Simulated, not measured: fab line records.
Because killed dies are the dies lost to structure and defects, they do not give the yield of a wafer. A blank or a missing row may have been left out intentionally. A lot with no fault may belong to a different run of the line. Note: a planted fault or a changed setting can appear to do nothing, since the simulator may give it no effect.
Which tool is to blame? || flow sky130 || 13 lots with 39 wafers sampled at 3 steps, on a route of 708 steps

== WHAT EACH GAUGE READ, for each wafer ==
SKY_CONTACT_THK_MEAS_03.
{"lot": "L992", "measured": "day 31 04:52", "on": "film metro-03", "CONTACT_HDPCVD_THK (nm)": "554 564 550"}
{"lot": "L993", "measured": "day 31 12:33", "on": "film metro-03", "CONTACT_HDPCVD_THK (nm)": "554 565 554"}
{"lot": "L995", "measured": "day 32 03:07", "on": "film metro-03", "CONTACT_HDPCVD_THK (nm)": "558 552 564"}
{"lot": "L996", "measured": "day 32 22:22", "on": "film metro-02", "CONTACT_HDPCVD_THK (nm)": "568 561 569"}
{"lot": "L997", "measured": "day 33 04:58", "on": "film metro-01", "CONTACT_HDPCVD_THK (nm)": "568 569 576"}
{"lot": "L998", "measured": "day 33 12:55", "on": "film metro-01", "CONTACT_HDPCVD_THK (nm)": "564 566 557"}
{"lot": "L107", "measured": "day 35 14:19", "on": "film metro-01", "CONTACT_HDPCVD_THK (nm)": "569 566 553"}
{"lot": "L108", "measured": "day 36 03:02", "on": "film metro-01", "CONTACT_HDPCVD_THK (nm)": "569 560 556"}
{"lot": "L110", "measured": "day 36 14:29", "on": "film metro-01", "CONTACT_HDPCVD_THK (nm)": "548 554 550"}
{"lot": "L111", "measured": "day 36 20:46", "on": "film metro-03", "CONTACT_HDPCVD_THK (nm)": "556 561 557"}
{"lot": "L112", "measured": "day 37 02:57", "on": "film metro-01", "CONTACT_HDPCVD_THK (nm)": "568 560 563"}
{"lot": "L113", "measured": "day 37 07:48", "on": "film metro-02", "CONTACT_HDPCVD_THK (nm)": "570 559 568"}
{"lot": "L114", "measured": "day 37 17:11", "on": "film metro-01", "CONTACT_HDPCVD_THK (nm)": "559 559 558"}

== WHICH TOOL RAN EACH LOT (tool, then ch and the chambers of the sampled wafers, then the start) ==
{"lot": "L992", "SKY_LI_CONTACT_CVD_21": "cvd w-01 ch 0,1, day 29 22:42", "SKY_LOCAL_INTERCONNECT_SPUTTER_00": "pvd sputter-02, day 29 23:19"}
{"lot": "L993", "SKY_LI_CONTACT_CVD_21": "cvd w-01 ch 1, day 30 06:04", "SKY_LOCAL_INTERCONNECT_SPUTTER_00": "pvd sputter-02, day 30 06:41"}
{"lot": "L995", "SKY_LI_CONTACT_CVD_21": "cvd w-01 ch 0,1, day 30 22:23", "SKY_LOCAL_INTERCONNECT_SPUTTER_00": "pvd sputter-02, day 30 22:58"}
{"lot": "L996", "SKY_LI_CONTACT_CVD_21": "cvd w-01 ch 0,1, day 31 16:41", "SKY_LOCAL_INTERCONNECT_SPUTTER_00": "pvd sputter-02, day 31 17:17"}
{"lot": "L997", "SKY_LI_CONTACT_CVD_21": "cvd w-01 ch 0,1, day 31 23:43", "SKY_LOCAL_INTERCONNECT_SPUTTER_00": "pvd sputter-02, day 32 00:19"}
{"lot": "L998", "SKY_LI_CONTACT_CVD_21": "cvd w-02 ch 0, day 32 07:54", "SKY_LOCAL_INTERCONNECT_SPUTTER_00": "pvd sputter-01, day 32 08:31"}
{"lot": "L107", "SKY_LI_CONTACT_CVD_21": "cvd w-01 ch 0,1, day 34 09:23", "SKY_LOCAL_INTERCONNECT_SPUTTER_00": "pvd sputter-03, day 34 09:57"}
{"lot": "L108", "SKY_LI_CONTACT_CVD_21": "cvd w-01 ch 0,1, day 34 22:26", "SKY_LOCAL_INTERCONNECT_SPUTTER_00": "pvd sputter-01, day 34 23:02"}
{"lot": "L110", "SKY_LI_CONTACT_CVD_21": "cvd w-02 ch 1, day 35 08:52", "SKY_LOCAL_INTERCONNECT_SPUTTER_00": "pvd sputter-01, day 35 09:56"}
{"lot": "L111", "SKY_LI_CONTACT_CVD_21": "cvd w-01 ch 0,1, day 35 15:43", "SKY_LOCAL_INTERCONNECT_SPUTTER_00": "pvd sputter-02, day 35 16:19"}
{"lot": "L112", "SKY_LI_CONTACT_CVD_21": "cvd w-02 ch 0,1, day 35 21:54", "SKY_LOCAL_INTERCONNECT_SPUTTER_00": "pvd sputter-03, day 35 22:31"}
{"lot": "L113", "SKY_LI_CONTACT_CVD_21": "cvd w-02 ch 0,1, day 36 03:37", "SKY_LOCAL_INTERCONNECT_SPUTTER_00": "pvd sputter-02, day 36 04:11"}
{"lot": "L114", "SKY_LI_CONTACT_CVD_21": "cvd w-02 ch 0,1, day 36 12:18", "SKY_LOCAL_INTERCONNECT_SPUTTER_00": "pvd sputter-02, day 36 12:55"}
- SKY_LI_CONTACT_CVD_21: deposits W, target thk 400 nm, time 120.56 s.
- SKY_LOCAL_INTERCONNECT_SPUTTER_00: material TiN, target thk 100 nm, time 83.3 s.

== AS READ BY THE TOOLS THEMSELVES (means over the sampled wafers that have a number; for cases with no such wafer, the mark the record gives instead) ==
SKY_LI_CONTACT_CVD_21.
{"lot": "L992", "tool": "cvd w-01", "heater power w (W)": 843}
{"lot": "L993", "tool": "cvd w-01", "heater power w (W)": 675}
{"lot": "L995", "tool": "cvd w-01", "heater power w (W)": 758}
{"lot": "L996", "tool": "cvd w-01", "heater power w (W)": 841}
{"lot": "L997", "tool": "cvd w-01", "heater power w (W)": 763}
{"lot": "L998", "tool": "cvd w-02", "heater power w (W)": 813}
{"lot": "L107", "tool": "cvd w-01", "heater power w (W)": 756}
{"lot": "L108", "tool": "cvd w-01", "heater power w (W)": 778}
{"lot": "L110", "tool": "cvd w-02", "heater power w (W)": 898}
{"lot": "L111", "tool": "cvd w-01", "heater power w (W)": 852}
{"lot": "L112", "tool": "cvd w-02", "heater power w (W)": 862}
{"lot": "L113", "tool": "cvd w-02", "heater power w (W)": 873}
{"lot": "L114", "tool": "cvd w-02", "heater power w (W)": 874}

SKY_LOCAL_INTERCONNECT_SPUTTER_00.
{"lot": "L992", "tool": "pvd sputter-02", "throttle valve pct (%)": 30.0}
{"lot": "L993", "tool": "pvd sputter-02", "throttle valve pct (%)": 30.2}
{"lot": "L995", "tool": "pvd sputter-02", "throttle valve pct (%)": 30.7}
{"lot": "L996", "tool": "pvd sputter-02", "throttle valve pct (%)": 30.4}
{"lot": "L997", "tool": "pvd sputter-02", "throttle valve pct (%)": 29.8}
{"lot": "L998", "tool": "pvd sputter-01", "throttle valve pct (%)": 28.8}
{"lot": "L107", "tool": "pvd sputter-03", "throttle valve pct (%)": 28.9}
{"lot": "L108", "tool": "pvd sputter-01", "throttle valve pct (%)": 29.6}
{"lot": "L110", "tool": "pvd sputter-01", "throttle valve pct (%)": 29.4}
{"lot": "L111", "tool": "pvd sputter-02", "throttle valve pct (%)": 30.2}
{"lot": "L112", "tool": "pvd sputter-03", "throttle valve pct (%)": 29.4}
{"lot": "L113", "tool": "pvd sputter-02", "throttle valve pct (%)": 29.8}
{"lot": "L114", "tool": "pvd sputter-02", "throttle valve pct (%)": 30.4}

== THE ANSWER, worked out from the rows above alone ==
Rule: the lots themselves supply what counts as usual. The widest of any qualifying gaps counts: lots, ordered by their means at a reading, are off when they make up no more than a third of the lots, leave a main group of 4 or more, and stand apart from it by 3 or more times the standard deviation of that group's means. Not used: any main group whose means are identical at the precision the tables above print for the reading. Also off: a lot with no number at a reading for which 4 or more lots have one. Any other lot the step has rows for is counted as sound. After the gauges, taken in route order, come the tools' own readings; for these a lot's mean is taken, as printed above. The first step at which some lot is off is used, and at that step the reading that is off furthest; a lot without a number counts as furthest.
Nothing can be told from this: no lot is off at any reading shown.

== WHAT THE SIMULATOR HAD INSERTED ==
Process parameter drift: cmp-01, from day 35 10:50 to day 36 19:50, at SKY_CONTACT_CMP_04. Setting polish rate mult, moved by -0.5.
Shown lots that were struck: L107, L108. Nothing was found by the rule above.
